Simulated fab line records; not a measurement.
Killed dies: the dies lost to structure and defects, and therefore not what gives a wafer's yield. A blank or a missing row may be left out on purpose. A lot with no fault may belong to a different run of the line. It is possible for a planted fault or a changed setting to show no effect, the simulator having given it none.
Chamber matching | flow sky130 | 4 sister chambers for SKY_CONTACT_ETCH_17 on rieDiel-02
The step etches SiO2 in C4F8/O2/Ar, stops on Si3N4, target depth 340 nm. 4 wafers are shown with their chamber, then 7 later ones without.

== EACH WAFER AND ITS CHAMBER ==
wafer  | chamber | oesProductAu (a.u.)
L082.2 | 2       | 0.898
L082.6 | 3       | 0.894
L083.1 | 1       | 0.893
L083.4 | 0       | 0.886

== WAFERS WITHOUT THEIR CHAMBER ==
wafer  | oesProductAu (a.u.)
L083.5 | 0.890
L087.2 | 0.890
L087.4 | 0.897
L087.5 | 0.902
L090.3 | 0.889
L090.5 | 0.896
L090.6 | 0.898

== WHICH CHAMBER EACH WENT THROUGH ==
wafer  | from the rows above               | in truth
L083.5 | can't be placed: 1 or 0 or 3 or 2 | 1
L087.2 | can't be placed: 1 or 0 or 3 or 2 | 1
L087.4 | can't be placed: 2 or 3 or 1      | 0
L087.5 | can't be placed: 2 or 3 or 1      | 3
L090.3 | can't be placed: 0 or 1 or 3      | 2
L090.5 | can't be placed: 2 or 3 or 1      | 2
L090.6 | can't be placed: 2 or 3 or 1      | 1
Placed correctly: 0 of 7. From these rows, 7 cannot be placed; in 5 the true chamber is one of the candidates. Wrongly placed: 0.
How it was worked out, from the rows above alone: a wafer's distance from a chamber is the root of the sum, over the readings, of the square of ((its reading less the chamber's mean) divided by the reading's scatter). The wafer belongs to the nearest chamber; if the next one is less than 2 further off, it can't be placed. A chamber's mean is the mean of its shown wafers. The scatter: with one shown wafer a chamber, the root of the mean of the squares of how far each hidden wafer lies from its nearest shown one.
